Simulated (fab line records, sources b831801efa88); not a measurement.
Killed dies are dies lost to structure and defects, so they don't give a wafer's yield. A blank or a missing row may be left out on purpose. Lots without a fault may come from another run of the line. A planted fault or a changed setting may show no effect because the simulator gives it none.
Problem report in the 8D (eight disciplines) form, filled by code | flow sfq_line | the parts of the form that need people (team, actions taken, sign-off) are left out

1. THE PROBLEM
run_length_s at SFQ_TRILAYER_M2_ETCH_METAL_ETCH_060 reads a mean of 122.97 s on 6 wafers of 2 lots; wafers without a fault read 148.33 s with a standard deviation of 0.27. That is -94 standard deviations from the usual mean.
The step: etches Nb in Cl2/Ar, stops on SiO2, target depth 240 nm, time 120 s.
First seen on wafer L394.1, day 21 13:59, on rie_metal-02. The record holds 42 wafers of 14 lots with a number at this step. Rule for "out", or "out of limits": more than 4 standard deviations from the usual mean. The other wafers with a number count as sound.

2. WHAT IT IS AND WHAT IT IS NOT
question                    | is                           | is not
which readings at this step | run_length_s, oes_product_au | drypump_motor_current_A, he_backside_leak_sccm
which lots                  | L394, L395                   | L384, L385, L386, L388, L389, L393, L400, L401, L402, L403, L404, L406
which wafers of those lots  | all that have a number       | -
read on which tools         | rie_metal-02                 | rie_metal-03, rie_metal-04
when                        | from day 21 13:59            | up to then (18 sound wafers); but 18 sound wafers of L400, L401, L402, L403, L404, L406 came after

3. SUSPECTS, AND WHAT RULES EACH OUT
Counting: a tool at a process step up to the reading stays a suspect if it ran every lot that is out and no sound lot after the first of them.
- rie_metal-02 at SFQ_TRILAYER_M2_ETCH_METAL_ETCH_060 (etches Nb in Cl2/Ar, stops on SiO2, target depth 240 nm, time 120 s): kept. It ran every lot that is out, first L394 (day 21 13:59), and no sound lot after that; its last sound lot up to then is L393 (day 21 10:28). Its own readings are out on those wafers: oes_product_au, run_length_s.
Left after counting: rie_metal-02 at SFQ_TRILAYER_M2_ETCH_METAL_ETCH_060.

4. THE CAUSE (what the simulator had put in)
Process parameter drift: rie_metal-02, from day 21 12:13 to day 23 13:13, at SFQ_TRILAYER_M2_ETCH_METAL_ETCH_060. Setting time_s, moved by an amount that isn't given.
Counting left only this tool.

5. THE CHAIN OF EFFECTS, in route order
Each row: a reading whose mean over the struck wafers that have a number lies more than 3 standard deviations from the usual. Only readings for which the record gives a usual standard deviation are gone through. hours: the time from each lot's start at the first step in this table that gives one to its start at this step, as a median over the lots. sigmas: the change in usual standard deviations.
hours | step                                | reading        | usual      | on struck wafers | change | sigmas
0     | SFQ_TRILAYER_M2_ETCH_METAL_ETCH_060 | oes_product_au | 0.892 a.u. | 1.002            | +0.110 | +14
0     | SFQ_TRILAYER_M2_ETCH_METAL_ETCH_060 | run_length_s   | 148.33 s   | 122.97           | -25.36 | -94
The process steps in it:
- SFQ_TRILAYER_M2_ETCH_METAL_ETCH_060: etches Nb in Cl2/Ar, stops on SiO2, target depth 240 nm, time 120 s.
Later measuring or inspecting steps at which every struck wafer that the step has a row for has a number for every such reading, and none has moved that far: SFQ_R5_OVL_MEAS_935, SFQ_I7_BOW_MEAS_946.

6. WHAT WOULD HAVE CAUGHT IT SOONER
In this record the first reading out of limits was taken at day 21 13:59, 2 hours after the fault began at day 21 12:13.
